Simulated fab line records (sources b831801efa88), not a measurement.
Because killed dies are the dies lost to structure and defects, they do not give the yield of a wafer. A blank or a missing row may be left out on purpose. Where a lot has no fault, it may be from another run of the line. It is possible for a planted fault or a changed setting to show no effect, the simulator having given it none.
One fault seen from 2 desks / flow sky130 / only its own numbers are on each desk; what lay behind them is given at the end

THE METROLOGY DESK
What the gauges read, lot by lot, whatever tool the lot ran on: means of the sampled wafers that have a number. Marked OUT: a lot whose mean sits more than 4 standard deviations from the usual mean, which makes it out of limits; the brackets give that distance.
Columns: A = METAL2_ALCU_THK at SKY_METAL2_THK_MEAS_06, usual 249.9 nm; B = cd_nm at SKY_METAL2_CD_MEAS_15, usual 139.3 nm; C = METAL2_OVL at SKY_METAL2_OVL_MEAS_16, usual 0 nm
lot=L237; first seen here=day 34 04:10; A=252.8; B=138.8; C=-1
lot=L244; first seen here=day 37 00:34; A=250.7; B=141.5; C=0
lot=L247; first seen here=day 37 22:47; A=247.7; B=140.9; C=-3
lot=L252; first seen here=day 39 08:05; A=247.3; B=137.2; C=-1
lot=L253; first seen here=day 39 11:55; A=252.6; B=136.4; C=0
lot=L259; first seen here=day 41 05:16; A=247.4; B=138.8; C=-4
This desk's verdict: no lot among the 6 shows anything out of limits.

THE TOOL OWNER'S DESK: rie_metal-01
The tool's own readings at SKY_METAL2_ETCH_18 (etches BARC in N2/H2, stops on SiO2, time 45.9 s, target depth 60 nm): means of the sampled wafers that have a number, for each lot that ran on this tool. Marked OUT: a lot whose mean sits more than 4 standard deviations from the usual mean, which makes it out of limits; the brackets give that distance.
Columns: A = drypump_motor_current_A at SKY_METAL2_ETCH_18, usual 5.9 A; B = oes_product_au at SKY_METAL2_ETCH_18, usual 0.854 a.u.; C = rf_fwd_power_W at SKY_METAL2_ETCH_18, usual 495.6 W; D = run_length_s at SKY_METAL2_ETCH_18, usual 74.2 s; E = throttle_valve_pct at SKY_METAL2_ETCH_18, usual 13.225 %
lot=L244; first seen here=day 38 02:42; A=6.2; B=0.949 (+19) OUT; C=-; D=69.8 (-5.6) OUT; E=13.238
lot=L247; first seen here=day 39 00:10; A=5.9; B=0.951 (+20) OUT; C=-; D=69.3 (-6.3) OUT; E=13.228
lot=L259; first seen here=day 42 03:16; A=5.7; B=0.858; C=495.3; D=74.0; E=13.226
This desk finds L244, L247 out of limits, L244 being first, at day 38 02:42 (oes_product_au at SKY_METAL2_ETCH_18). L259 stayed within limits.

TAKEN TOGETHER
On L244, L247, at day 38 02:42, an alarm was possible from the tool owner's desk.
At the metrology desk, nothing out of limits was observed.
The metrology desk has L244, L247 on record, within its limits.
Of the lots named, all ran SKY_METAL2_ETCH_18 on rie_metal-01.

WHAT THE SIMULATOR HAD INSERTED
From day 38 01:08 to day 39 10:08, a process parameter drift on rie_metal-01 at SKY_METAL2_ETCH_18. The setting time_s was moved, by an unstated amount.
Shown lots that were struck: L244, L247.
Each desk's first reading out of limits, in hours after the fault started: the tool owner's desk, 2.
